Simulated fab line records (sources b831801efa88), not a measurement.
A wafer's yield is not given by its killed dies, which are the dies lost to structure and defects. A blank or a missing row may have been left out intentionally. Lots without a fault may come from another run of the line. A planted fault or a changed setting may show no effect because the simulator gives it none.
Split-lot experiment | flow gf180mcu | 23 wafers read across 5 lots, on a route 602 steps long

SPLIT DETAILS
At GF_MVSD_IMPLANT_08, the setting dose-cm2 was moved away from the recipe's 1.6e+13 on 8 of the 23 wafers read, by -16.5% to +5.4%. The other wafers ran this setting at the recipe's value.

FROM THE SPLIT TO THE READING: what the file shows between them, 2 steps
- GF_MVSD_IMPLANT_09
- GF_MVSD_STRIP_10: strips in O2/N2

THE READING
MVSD_TW, at GF_MVSD_TW_MEAS_11. On this fab line, fault-free wafers typically give 1579 with a standard deviation of 9.5.

wafer  | tool, chamber at the split | dose-cm2 as run | against the recipe | MVSD_TW | against lot-mates on the recipe
L075.2 | implanter-03, 0            | 1.686e+13       | +5.4%              | 1604    | +29
L075.3 | implanter-03, 0            | 1.686e+13       | +5.4%              | 1606    | +31
L075.4 | implanter-03, 0            | 1.6e+13         | recipe             | 1572    | -
L075.5 | implanter-03, 0            | 1.686e+13       | +5.4%              | 1600    | +25
L075.6 | implanter-03, 0            | 1.6e+13         | recipe             | 1578    | -
L078.1 | implanter-03, 0            | 1.35e+13        | -15.6%             | 1523    | -62
L078.2 | implanter-03, 0            | 1.35e+13        | -15.6%             | 1517    | -68
L078.3 | implanter-03, 0            | 1.6e+13         | recipe             | 1588    | -
L078.5 | implanter-03, 0            | 1.6e+13         | recipe             | 1581    | -
L078.6 | implanter-03, 0            | 1.35e+13        | -15.6%             | 1520    | -64
L079.1 | implanter-04, 0            | 1.6e+13         | recipe             | 1584    | -
L079.2 | implanter-04, 0            | 1.6e+13         | recipe             | 1580    | -
L079.3 | implanter-04, 0            | 1.6e+13         | recipe             | 1584    | -
L079.5 | implanter-04, 0            | 1.6e+13         | recipe             | 1584    | -
L079.6 | implanter-04, 0            | 1.6e+13         | recipe             | 1581    | -
L080.2 | implanter-03, 0            | 1.6e+13         | recipe             | 1569    | -
L080.5 | implanter-03, 0            | 1.6e+13         | recipe             | 1566    | -
L080.6 | implanter-03, 0            | 1.6e+13         | recipe             | 1562    | -
L083.1 | implanter-01, 0            | 1.6e+13         | recipe             | 1588    | -
L083.2 | implanter-01, 0            | 1.336e+13       | -16.5%             | 1506    | -81
L083.3 | implanter-01, 0            | 1.6e+13         | recipe             | 1589    | -
L083.4 | implanter-01, 0            | 1.6e+13         | recipe             | 1583    | -
L083.5 | implanter-01, 0            | 1.336e+13       | -16.5%             | 1508    | -79

THE FIT
A straight line over all 23 wafers: MVSD_TW changes by +4.09 for each +1% of dose-cm2; r = +0.97; the points scatter about the line by 7.3.
The same after taking each lot's own level away (the mean of its wafers on the recipe; 23 wafers): +4.52 for each +1%; r = +0.99; scatter 4.
According to that fit, moving dose-cm2 by its largest amount changes the reading by 75.
The span of the lots' own levels, 1565.7 to 1586.7, comes to 2.2 times the standard deviation stated above.
The two slopes are in agreement: the lot-to-lot level therefore moves the slope only a little.
Check: for one of the wafers moved furthest among these (-16.5%), held out of the fit, the line's prediction against its lot-mates is -72. Against them it came out at -80.7.

FURTHER SPLITS ON THESE WAFERS
Other splits were also applied to these wafers ahead of the reading. Each is held against what the fit with the lots' levels taken away leaves over:
other split on the same wafers | wafers away from the commonest value | r with MVSD_TW (lot level and that fit taken away)
GF_STI_OXIDATION_01 ox-time-s  | 15                                   | -0.14
GF_STI_WET_ETCH_26 temp-c      | 10                                   | -0.20
GF_NWELL_SOFTBAKE_03 temp-c    | 9                                    | -0.31

FILE'S OWN FIT
MVSD_TW changes by +4.54 for each +1% of dose-cm2, r = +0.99.
